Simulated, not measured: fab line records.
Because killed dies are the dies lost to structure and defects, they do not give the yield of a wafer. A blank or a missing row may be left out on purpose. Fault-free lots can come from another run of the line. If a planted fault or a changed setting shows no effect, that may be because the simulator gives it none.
fab line records	flow gf180mcu	part 1 of 2: steps 1 to 27 of 37
[record] lots = 5	wafers = 15	last-day = 34
route steps=602 shown V1@345 M2@362
lots that met no fault: from a run of the same line without faults
start-h: start of the lot's first displayed wafer, in hours after the record's first day	wait-h: how many hours have passed since the lot's step before this one	" same as the row above	L1.1+2: one row covering several wafers at once	- no value present, or no start provided	* or withheld: withheld	< > ~ a bound
route shown NAME@n: a module of which the file shows steps, and the number in the route of the first	usual: average and standard deviation across the fault-free wafers	same: alike in all rows	chamber/n: place in a boat	sites: the reading at each site	_std_site: standard deviation of those values	_edge_site: the outer-site mean with the inner-site mean subtracted	radius-mm: how far each site lies from the wafer's centre	mask NAME#n: copy n	behind: the most recent tool/chamber to have shaped the wafer	hold: cause of the lot's hold/its duration in hours/its outcome	device: names the non-switching transistor (n, p or np)	end of line: tests of these same wafers at the route's end	a step with no rows: only its recipe	killed: count of dies lost to structure and defects at first sort (not the wafer's yield)	map: dies across one wafer; x = killed, . = not, _ = none there
set.NAME: the setting the step ran with; set.NAME@STEP: the setting that earlier step ran with	model.NAME: the simulator's own value behind a step, which no gauge read
lots at some steps of the route; a table a step, a row a wafer
services: when a tool's chamber went out of use (start-h, in hours from the record's first day, below 0 if earlier), for how many hours, and the reason
[[steps]]
[step GF_V1_SOFTBAKE_10]
[recipe] temp-c = 130	time-s = 60	resist = KrF
[usual] plate-temp-C = 129.99/0.14
lot.wafer	tool	chamber	start-h	wait-h	plate-temp-C
L074.1	litho-track-04	0	-	-	129.84
L074.2	"	0	"	"	129.78
L074.5	"	0	"	"	129.88
L078.2	litho-track-01	0	-	-	129.96
L078.3	"	0	"	"	130.12
L078.5	"	0	"	"	130.06
L083.4	litho-track-03	0	-	-	130.10
L083.5	"	0	"	"	130.09
L083.6	"	0	"	"	130.05
L089.1	litho-track-03	0	-	-	129.80
L089.3	"	0	"	"	129.79
L089.6	"	0	"	"	129.96
L094.3	litho-track-01	0	-	-	129.74
L094.5	"	0	"	"	129.92
L094.6	"	0	"	"	129.90
[step GF_V1_EXPOSE_11]
[recipe] mask-id = Via1	target-cd-nm = 260	na = 0.68	source-shape = conventional	sigma-outer = 0.6	dose-mj = 38
lot.wafer	tool	chamber	start-h	wait-h	mask
L074.1+2+5	krf-scanner-01	0	-	-	Via1#0
L078.2+3+5	krf-scanner-02	0	-	-	Via1#0
L083.4+5+6	krf-scanner-02	0	-	-	Via1#0
L089.1+3+6	krf-scanner-02	0	-	-	Via1#0
L094.3+5+6	krf-scanner-02	0	-	-	Via1#0
[step GF_V1_PEB_12]
[recipe] peb-temp-c = 135	peb-time-s = 90	resist = KrF
[usual] plate-temp-C = 135.00/0.13
lot.wafer	tool	chamber	start-h	wait-h	plate-temp-C
L074.1	litho-track-01	0	-	-	134.87
L074.2	"	0	"	"	135.02
L074.5	"	0	"	"	134.91
L078.2	litho-track-03	0	-	-	135.02
L078.3	"	0	"	"	135.07
L078.5	"	0	"	"	135.12
L083.4	litho-track-03	0	-	-	134.98
L083.5	"	0	"	"	135.06
L083.6	"	0	"	"	134.99
L089.1	litho-track-04	0	-	-	134.94
L089.3	"	0	"	"	134.99
L089.6	"	0	"	"	134.96
L094.3	litho-track-01	0	-	-	135.08
L094.5	"	0	"	"	134.83
L094.6	"	0	"	"	135.03
[step GF_V1_DEVELOP_13]
[recipe] develop-time-s = 60	resist = KrF	dev-temp-c = 21
lot.wafer	tool	chamber	start-h	wait-h
L074.1+2+5	litho-track-01	0	426.54	0.2
L078.2+3+5	litho-track-03	0	453.14	0.2
L083.4+5+6	litho-track-03	0	508.34	0.1
L089.1+3+6	litho-track-04	0	544.36	0.2
L094.3+5+6	litho-track-01	0	583.34	0.1
[step GF_V1_CD_MEAS_14]
[recipe] target-cd-nm = 260
[usual] cd-nm = 259.8/1.3
lot.wafer	tool	chamber	start-h	wait-h	cd-nm
L074.1	cd-sem-01	-	426.73	0.2	261.1
L074.2	"	-	"	"	260.0
L074.5	"	-	"	"	261.5
L078.2	cd-sem-02	-	453.29	0.1	258.5
L078.3	"	-	"	"	259.8
L078.5	"	-	"	"	258.4
L083.4	cd-sem-01	-	508.48	0.1	258.5
L083.5	"	-	"	"	258.8
L083.6	"	-	"	"	258.9
L089.1	cd-sem-01	-	544.59	0.2	258.7
L089.3	"	-	"	"	258.5
L089.6	"	-	"	"	257.9
L094.3	cd-sem-01	-	583.48	0.1	258.7
L094.5	"	-	"	"	258.3
L094.6	"	-	"	"	258.9
[step GF_V1_OVL_MEAS_15]
[usual] V1_OVL = 6/6
lot.wafer	tool	chamber	start-h	wait-h	V1_OVL[nm]
L074.1	overlay-02	-	426.85	0.1	0
L074.2	"	-	"	"	-2
L074.5	"	-	"	"	4
L078.2	overlay-02	-	453.40	0.1	4
L078.3	"	-	"	"	6
L078.5	"	-	"	"	3
L083.4	overlay-02	-	508.56	0.1	0
L083.5	"	-	"	"	3
L083.6	"	-	"	"	7
L089.1	overlay-02	-	544.71	0.1	7
L089.3	"	-	"	"	11
L089.6	"	-	"	"	7
L094.3	overlay-01	-	583.57	0.1	10
L094.5	"	-	"	"	11
L094.6	"	-	"	"	7
[step GF_V1_ETCH_16]
[recipe] chemistry = N2/H2	target-depth-a = withheld	overetch-a = withheld	time-s = withheld	target = BARC	ion-energy-ev = 200	source-w = 500	bias-w = 100	pressure-mtorr = 30	n2-flow-sccm = 100	h2-flow-sccm = 200
[usual] drypump-motor-current-A = 5.9/0.48	oes-product-au = 0.855/0.0047	throttle-valve-pct = 13.225/0.0093
lot.wafer	tool	chamber	start-h	wait-h	drypump-motor-current-A	oes-product-au	throttle-valve-pct
L074.1	rie-diel-01	3	426.89	0.0	6.5	0.849	13.224
L074.2	"	2	"	"	5.6	0.855	13.223
L074.5	"	2	"	"	5.6	0.859	13.220
L078.2	rie-diel-01	3	453.43	0.0	6.5	0.852	13.210
L078.3	"	0	"	"	6.1	0.856	13.221
L078.5	"	3	"	"	6.5	0.855	13.230
L083.4	rie-diel-01	3	508.57	0.0	6.5	0.848	13.218
L083.5	"	1	"	"	6.3	0.862	13.200
L083.6	"	0	"	"	6.1	0.860	13.206
L089.1	rie-diel-04	2	544.74	0.0	6.5	0.857	13.229
L089.3	"	3	"	"	6.0	0.849	13.243
L089.6	"	0	"	"	5.2	0.851	13.238
L094.3	rie-diel-04	3	583.60	0.0	6.0	0.854	13.222
L094.5	"	3	"	"	6.0	0.857	13.223
L094.6	"	0	"	"	5.2	0.857	13.223
[step GF_V1_ETCH_17]
[recipe] chemistry = C4F8/O2/Ar	mask-material = KrF	target = SiO2	stop-on = TiN	source-w = 1500	bias-w = 1200	pressure-mtorr = 40	c4f8-flow-sccm = withheld	O2_flow_sccm = 6	Ar_flow_sccm = 300	time-s = withheld	target-depth-a = 6300
[usual] oes-product-au = 0.856/0.0048
lot.wafer	tool	chamber	start-h	wait-h	oes-product-au
L074.1	rie-diel-01	3	-	-	0.854
L074.2	"	2	"	"	0.857
L074.5	"	2	"	"	0.857
L078.2	rie-diel-01	3	-	-	0.861
L078.3	"	0	"	"	0.861
L078.5	"	3	"	"	0.856
L083.4	rie-diel-01	3	-	-	0.858
L083.5	"	1	"	"	0.862
L083.6	"	0	"	"	0.862
L089.1	rie-diel-04	2	-	-	0.850
L089.3	"	3	"	"	0.854
L089.6	"	0	"	"	0.867
L094.3	rie-diel-04	3	-	-	0.855
L094.5	"	3	"	"	0.861
L094.6	"	0	"	"	0.847
[step GF_V1_STRIP_18]
[recipe] chemistry = O2/N2	power-w = 1400	pressure-mtorr = 1500	platen-temp-c = 250	o2-flow-sccm = 3000	n2-flow-sccm = 300	overash-fraction = 0.5
[usual] drypump-motor-current-A = 5.5/0.64	heater-power-w = 342/19	oes-product-au = 0.592/0.0044	platen-temp-c = 250.04/0.17
lot.wafer	tool	chamber	start-h	wait-h	drypump-motor-current-A	heater-power-w	oes-product-au	platen-temp-c	rf-hours-counter-h
L074.1	plasma-asher-01	0	427.02	-	6.1	341	0.601	250.22	59
L074.2	"	1	"	"	5.1	394	0.591	250.09	59
L074.5	"	1	"	"	5.1	384	0.592	250.16	-
L078.2	plasma-asher-02	1	453.55	-	4.6	351	0.589	250.09	82
L078.3	"	0	"	"	5.1	356	0.596	250.24	-
L078.5	"	1	"	"	4.6	346	0.595	250.32	-
L083.4	plasma-asher-04	1	508.74	-	6.4	338	0.596	249.72	-
L083.5	"	1	"	"	6.5	341	0.596	250.03	-
L083.6	"	0	"	"	5.5	321	0.598	249.94	-
L089.1	plasma-asher-04	1	544.87	-	6.4	329	0.594	250.06	11
L089.3	"	0	"	"	5.5	318	0.596	250.08	-
L089.6	"	0	"	"	5.5	322	0.595	250.15	-
L094.3	plasma-asher-01	0	583.76	-	6.1	334	0.593	249.95	-
L094.5	"	0	"	"	6.1	347	0.594	249.80	-
L094.6	"	1	"	"	5.1	377	0.589	250.21	-
[step GF_V1_STRIP_19]
[recipe] chemistry = post-etch-residue-remover	time-s = 1200	temp-c = 72.5
lot.wafer	tool	chamber	start-h	wait-h
L074.1+2+5	wet-bench-03	1	427.12	0.1
L078.2+3+5	wet-bench-04	3	453.65	0.1
L083.4+5+6	wet-bench-03	2	508.80	0.0
L089.1+3+6	wet-bench-03	1	544.97	0.1
L094.3+5+6	wet-bench-03	2	583.82	0.0
[step GF_V1_CLEAN_20]
[recipe] chemistry = DIW	dry = n2-spin
lot.wafer	tool	chamber	start-h	wait-h
L074.1+2+5	wet-bench-01	2	427.46	0.0
L078.2+3+5	wet-bench-01	1	454.03	0.0
L083.4+5+6	wet-bench-01	2	509.15	0.0
L089.1+3+6	wet-bench-03	2	545.31	0.0
L094.3+5+6	wet-bench-01	3	584.17	0.0
[step GF_V1_SPUTTER_21]
[recipe] material = Ti	target-thk-nm = 15	chamber-pressure-pa = 5	power-w = 2500	substrate-temp-c = 200	time-s = 80.02
[usual] throttle-valve-pct = 30.8/0.65
lot.wafer	tool	chamber	start-h	wait-h	throttle-valve-pct
L074.1	pvd-sputter-02	-	427.55	0.0	31.3
L074.2	"	-	"	"	29.6
L074.5	"	-	"	"	30.2
L078.2	pvd-sputter-04	-	454.12	0.0	31.2
L078.3	"	-	"	"	31.2
L078.5	"	-	"	"	30.9
L083.4	pvd-sputter-02	-	509.24	0.0	30.2
L083.5	"	-	"	"	31.1
L083.6	"	-	"	"	29.4
L089.1	pvd-sputter-03	-	545.41	0.0	30.6
L089.3	"	-	"	"	30.3
L089.6	"	-	"	"	30.7
L094.3	pvd-sputter-03	-	584.26	0.0	30.2
L094.5	"	-	"	"	30.5
L094.6	"	-	"	"	32.1
[step GF_V1_SPUTTER_22]
[recipe] material = TiN	target-thk-nm = 10	chamber-pressure-pa = 5	power-w = 4000	time-s = 40
[usual] throttle-valve-pct = 30.8/0.65
lot.wafer	tool	chamber	start-h	wait-h	throttle-valve-pct
L074.1	pvd-sputter-02	-	427.61	0.0	31.2
L074.2	"	-	"	"	29.6
L074.5	"	-	"	"	30.6
L078.2	pvd-sputter-04	-	454.18	0.0	31.4
L078.3	"	-	"	"	31.5
L078.5	"	-	"	"	30.9
L083.4	pvd-sputter-02	-	509.30	0.0	30.2
L083.5	"	-	"	"	30.9
L083.6	"	-	"	"	29.4
L089.1	pvd-sputter-03	-	545.47	0.0	30.4
L089.3	"	-	"	"	30.2
L089.6	"	-	"	"	30.8
L094.3	pvd-sputter-03	-	584.32	0.0	30.6
L094.5	"	-	"	"	30.3
L094.6	"	-	"	"	32.3
[step GF_V1_CVD_23]
[recipe] material = W	target-thk-nm = 350	time-s = 105.05	temp-c = 400	pressure-torr = 40
[usual] heater-power-outer-w = 449/31	heater-power-w = 767/39	susceptor-temp-C = 399.97/0.21
lot.wafer	tool	chamber	start-h	wait-h	heater-power-outer-w	heater-power-w	since-wet-clean-h	susceptor-temp-C
L074.1	cvd-w-02	0	427.65	0.0	455	761	24	399.91
L074.2	"	1	"	"	439	733	24	400.32
L074.5	"	0	"	"	446	772	-	400.00
L078.2	cvd-w-01	0	454.22	0.0	493	848	550	400.09
L078.3	"	0	"	"	496	811	-	399.84
L078.5	"	0	"	"	490	835	-	399.57
L083.4	cvd-w-02	0	509.37	0.1	453	793	-	400.03
L083.5	"	1	"	"	444	734	-	400.21
L083.6	"	0	"	"	447	776	-	399.87
L089.1	cvd-w-01	0	545.51	0.0	513	823	642	400.22
L089.3	"	0	"	"	503	833	-	399.75
L089.6	"	0	"	"	502	820	-	399.98
L094.3	cvd-w-02	1	584.40	0.1	429	734	-	399.62
L094.5	"	0	"	"	454	766	-	399.64
L094.6	"	1	"	"	434	758	-	399.61
[step GF_V1_RS_MEAS_24]
[recipe] thk-meas-gauge = four-point-probe	reads = W_of_V1_CVD_23+TiN_of_V1_SPUTTER_22+Ti_of_V1_SPUTTER_21
[usual] V1_W_RS = 0.327/0.0049
lot.wafer	tool	chamber	start-h	wait-h	V1_W_RS[ohm/sq]
L074.1	film-metro-02	-	427.76	0.1	0.328
L074.2	"	-	"	"	0.331
L074.5	"	-	"	"	0.328
L078.2	film-metro-02	-	454.35	0.1	0.314
L078.3	"	-	"	"	0.314
L078.5	"	-	"	"	0.311
L083.4	film-metro-02	-	509.51	0.1	0.326
L083.5	"	-	"	"	0.328
L083.6	"	-	"	"	0.325
L089.1	film-metro-03	-	545.65	0.1	0.324
L089.3	"	-	"	"	0.322
L089.6	"	-	"	"	0.326
L094.3	film-metro-03	-	584.51	0.1	0.332
L094.5	"	-	"	"	0.331
L094.6	"	-	"	"	0.328
[step GF_V1_THK_MEAS_25]
[recipe] thk-meas-gauge = xrf	reads = W_of_V1_CVD_23
[usual] V1_W_THK = 351/7.1
lot.wafer	tool	chamber	start-h	wait-h	V1_W_THK[nm]
L074.1	film-metro-02	-	427.88	0.1	355
L074.2	"	-	"	"	350
L074.5	"	-	"	"	356
L078.2	film-metro-02	-	454.46	0.1	371
L078.3	"	-	"	"	371
L078.5	"	-	"	"	374
L083.4	film-metro-02	-	509.60	0.1	357
L083.5	"	-	"	"	355
L083.6	"	-	"	"	357
L089.1	film-metro-03	-	545.77	0.1	348
L089.3	"	-	"	"	355
L089.6	"	-	"	"	350
L094.3	film-metro-03	-	584.61	0.1	339
L094.5	"	-	"	"	337
L094.6	"	-	"	"	346
[step GF_V1_CMP_26]
[recipe] stop-on = SiO2	down-force-psi = 3.5	platen-rpm = 60	t-overpolish-s = 15	target-thk-nm = 0	pad-velocity-m-s = 0.94248
[usual] motor-current-A = 10.5/0.63	overpolish-run-s = 15.000/0.0093	time-to-endpoint-s = 84.8/2.6
lot.wafer	tool	chamber	start-h	wait-h	motor-current-A	overpolish-run-s	time-to-endpoint-s
L074.1	cmp-01	2	427.99	0.1	10.2	15.001	82.8
L074.2	"	3	"	"	9.6	15.010	81.3
L074.5	"	2	"	"	10.0	15.017	83.9
L078.2	cmp-02	2	454.56	0.1	9.6	15.004	88.9
L078.3	"	0	"	"	11.7	14.991	88.4
L078.5	"	2	"	"	10.1	15.004	86.8
L083.4	cmp-01	3	509.73	0.1	9.4	15.004	84.5
L083.6	"	1	"	"	10.8	15.006	84.6
L083.5	"	2	"	"	10.1	14.999	87.2
L089.1	cmp-02	0	545.95	0.2	11.2	15.007	84.7
L089.3	"	3	"	"	11.0	15.011	83.9
L089.6	"	0	"	"	11.6	15.001	83.3
L094.3	cmp-02	0	584.70	0.1	11.4	14.987	86.9
L094.5	"	3	"	"	11.2	14.992	87.0
L094.6	"	0	"	"	12.0	14.996	88.7
[step GF_M2_SPUTTER_00]
[recipe] material = Ti	target-thk-nm = 37.5	arriving-ion-energy-ev = 80	substrate-temp-c = 200	chamber-pressure-pa = 2	power-w = 4000	time-s = 150
[usual] throttle-valve-pct = 30.5/0.77
lot.wafer	tool	chamber	start-h	wait-h	throttle-valve-pct
L074.1	pvd-sputter-03	-	428.24	0.2	30.7
L074.2	"	-	"	"	30.6
L074.5	"	-	"	"	32.3
L078.2	pvd-sputter-03	-	454.81	0.2	30.3
L078.3	"	-	"	"	30.6
L078.5	"	-	"	"	30.5
L083.4	pvd-sputter-04	-	509.93	0.1	31.2
L083.5	"	-	"	"	31.1
L083.6	"	-	"	"	31.0
L089.1	pvd-sputter-04	-	546.25	0.2	31.1
L089.3	"	-	"	"	30.9
L089.6	"	-	"	"	30.9
L094.3	pvd-sputter-03	-	584.97	0.2	30.4
L094.5	"	-	"	"	30.2
L094.6	"	-	"	"	31.9
[step GF_M2_SPUTTER_01]
[recipe] material = TiN	target-thk-nm = 30	power-w = 6500	time-s = 25	chamber-pressure-pa = 0.4
[usual] throttle-valve-pct = 30.5/0.75
lot.wafer	tool	chamber	start-h	wait-h	throttle-valve-pct
L074.1	pvd-sputter-03	-	428.34	0.1	30.3
L074.2	"	-	"	"	30.4
L074.5	"	-	"	"	31.7
L078.2	pvd-sputter-03	-	454.91	0.1	30.2
L078.3	"	-	"	"	30.3
L078.5	"	-	"	"	30.8
L083.4	pvd-sputter-04	-	510.03	0.1	31.5
L083.5	"	-	"	"	31.3
L083.6	"	-	"	"	31.0
L089.1	pvd-sputter-04	-	546.35	0.1	31.6
L089.3	"	-	"	"	30.5
L089.6	"	-	"	"	30.4
L094.3	pvd-sputter-03	-	585.07	0.1	30.4
L094.5	"	-	"	"	30.2
L094.6	"	-	"	"	32.1
[step GF_M2_SPUTTER_02]
[recipe] material = AlCu	target-thk-nm = 450	power-w = 10600	time-s = 23.9	chamber-pressure-pa = 0.4
[usual] throttle-valve-pct = 30.5/0.76
lot.wafer	tool	chamber	start-h	wait-h	throttle-valve-pct
L074.1	pvd-sputter-03	-	428.37	0.0	30.3
L074.2	"	-	"	"	30.3
L074.5	"	-	"	"	32.0
L078.2	pvd-sputter-03	-	454.94	0.0	30.0
L078.3	"	-	"	"	30.7
L078.5	"	-	"	"	30.5
L083.4	pvd-sputter-04	-	510.06	0.0	31.3
L083.5	"	-	"	"	31.3
L083.6	"	-	"	"	31.0
L089.1	pvd-sputter-04	-	546.38	0.0	31.1
L089.3	"	-	"	"	31.0
L089.6	"	-	"	"	30.8
L094.3	pvd-sputter-03	-	585.10	0.0	30.2
L094.5	"	-	"	"	30.4
L094.6	"	-	"	"	32.1
[step GF_M2_SPUTTER_03]
[recipe] material = Ti	target-thk-nm = 10	substrate-temp-c = 300	chamber-pressure-pa = 0.3	power-w = 3000	time-s = 6.7
[usual] throttle-valve-pct = 30.5/0.77
lot.wafer	tool	chamber	start-h	wait-h	throttle-valve-pct
L074.1	pvd-sputter-03	-	428.40	0.0	30.5
L074.2	"	-	"	"	30.4
L074.5	"	-	"	"	31.7
L078.2	pvd-sputter-03	-	454.97	0.0	29.9
L078.3	"	-	"	"	30.6
L078.5	"	-	"	"	30.4
L083.4	pvd-sputter-04	-	510.09	0.0	31.2
L083.5	"	-	"	"	31.2
L083.6	"	-	"	"	30.9
L089.1	pvd-sputter-04	-	546.41	0.0	31.4
L089.3	"	-	"	"	30.9
L089.6	"	-	"	"	30.9
L094.3	pvd-sputter-03	-	585.13	0.0	30.1
L094.5	"	-	"	"	30.5
L094.6	"	-	"	"	32.2
[step GF_M2_SPUTTER_04]
[recipe] material = TiN	target-thk-nm = 50	power-w = 6500	time-s = 41.7	chamber-pressure-pa = 0.4
[usual] throttle-valve-pct = 30.5/0.75
lot.wafer	tool	chamber	start-h	wait-h	throttle-valve-pct
L074.1	pvd-sputter-03	-	428.42	0.0	30.8
L074.2	"	-	"	"	30.3
L074.5	"	-	"	"	31.8
L078.2	pvd-sputter-03	-	454.99	0.0	30.5
L078.3	"	-	"	"	30.5
L078.5	"	-	"	"	30.6
L083.4	pvd-sputter-04	-	510.11	0.0	31.6
L083.5	"	-	"	"	31.6
L083.6	"	-	"	"	31.0
L089.1	pvd-sputter-04	-	546.43	0.0	31.5
L089.3	"	-	"	"	30.7
L089.6	"	-	"	"	30.7
L094.3	pvd-sputter-03	-	585.15	0.0	29.9
L094.5	"	-	"	"	30.5
L094.6	"	-	"	"	32.0
[step GF_M2_RS_MEAS_05]
[recipe] thk-meas-gauge = four-point-probe	reads = TiN_of_M2_SPUTTER_04+Ti_of_M2_SPUTTER_03+AlCu_of_M2_SPUTTER_02+TiN_of_M2_SPUTTER_01+Ti_of_M2_SPUTTER_00
[usual] M2_ALCU_RS = 0.0696/0.00066
lot.wafer	tool	chamber	start-h	wait-h	M2_ALCU_RS[ohm/sq]
L074.1	film-metro-03	-	428.46	0.0	0.0696
L074.2	"	-	"	"	0.0700
L074.5	"	-	"	"	0.0697
L078.2	film-metro-03	-	455.05	0.0	0.0685
L078.3	"	-	"	"	0.0686
L078.5	"	-	"	"	0.0690
L083.4	film-metro-04	-	510.21	0.1	0.0693
L083.5	"	-	"	"	0.0699
L083.6	"	-	"	"	0.0688
L089.1	film-metro-04	-	546.47	0.0	0.0694
L089.3	"	-	"	"	0.0682
L089.6	"	-	"	"	0.0686
L094.3	film-metro-04	-	585.23	0.1	0.0698
L094.5	"	-	"	"	0.0694
L094.6	"	-	"	"	0.0699
[step GF_M2_THK_MEAS_06]
[recipe] thk-meas-gauge = xrf	reads = AlCu_of_M2_SPUTTER_02
[usual] M2_ALCU_THK = 447/4.8
lot.wafer	tool	chamber	start-h	wait-h	M2_ALCU_THK[nm]
L074.1	film-metro-03	-	428.58	0.1	448
L074.2	"	-	"	"	445
L074.5	"	-	"	"	444
L078.2	film-metro-03	-	455.16	0.1	454
L078.3	"	-	"	"	453
L078.5	"	-	"	"	451
L083.4	film-metro-04	-	510.30	0.1	450
L083.5	"	-	"	"	446
L083.6	"	-	"	"	452
L089.1	film-metro-04	-	546.59	0.1	451
L089.3	"	-	"	"	458
L089.6	"	-	"	"	452
L094.3	film-metro-04	-	585.33	0.1	447
L094.5	"	-	"	"	448
L094.6	"	-	"	"	444
[step GF_M2_DEHYDRATE_07]
[recipe] temp-c = 200	time-s = 60
[usual] plate-temp-C = 200.00/0.15
lot.wafer	tool	chamber	start-h	wait-h	plate-temp-C
L074.1	litho-track-04	0	440.36	11.8	200.40
L074.2	"	0	"	"	200.29
L074.5	"	0	"	"	200.09
L078.2	litho-track-04	0	466.18	11.0	199.88
L078.3	"	0	"	"	200.08
L078.5	"	0	"	"	200.07
L083.4	litho-track-04	0	521.13	10.8	199.89
L083.5	"	0	"	"	200.02
L083.6	"	0	"	"	200.03
L089.1	litho-track-04	0	557.21	10.6	199.79
L089.3	"	0	"	"	199.90
L089.6	"	0	"	"	200.13
L094.3	litho-track-02	0	595.37	10.0	200.14
L094.5	"	0	"	"	199.94
L094.6	"	0	"	"	200.08
[step GF_M2_HMDS_08]
[recipe] prime-time-s = 60	prime-temp-c = 120
lot.wafer	tool	chamber	start-h	wait-h
L074.1+2+5	litho-track-04	0	440.51	0.1
L078.2+3+5	litho-track-04	0	466.33	0.1
L083.4+5+6	litho-track-04	0	521.28	0.1
L089.1+3+6	litho-track-04	0	557.36	0.1
L094.3+5+6	litho-track-02	0	595.52	0.1
[step GF_M2_COAT_09]
[recipe] resist = KrF	spin-rpm = withheld	resist-thk-nm = 1000
lot.wafer	tool	chamber	start-h	wait-h
L074.1+2+5	litho-track-04	0	440.66	0.1
L078.2+3+5	litho-track-04	0	466.48	0.1
L083.4+5+6	litho-track-04	0	521.43	0.1
L089.1+3+6	litho-track-04	0	557.51	0.1
L094.3+5+6	litho-track-02	0	595.67	0.1
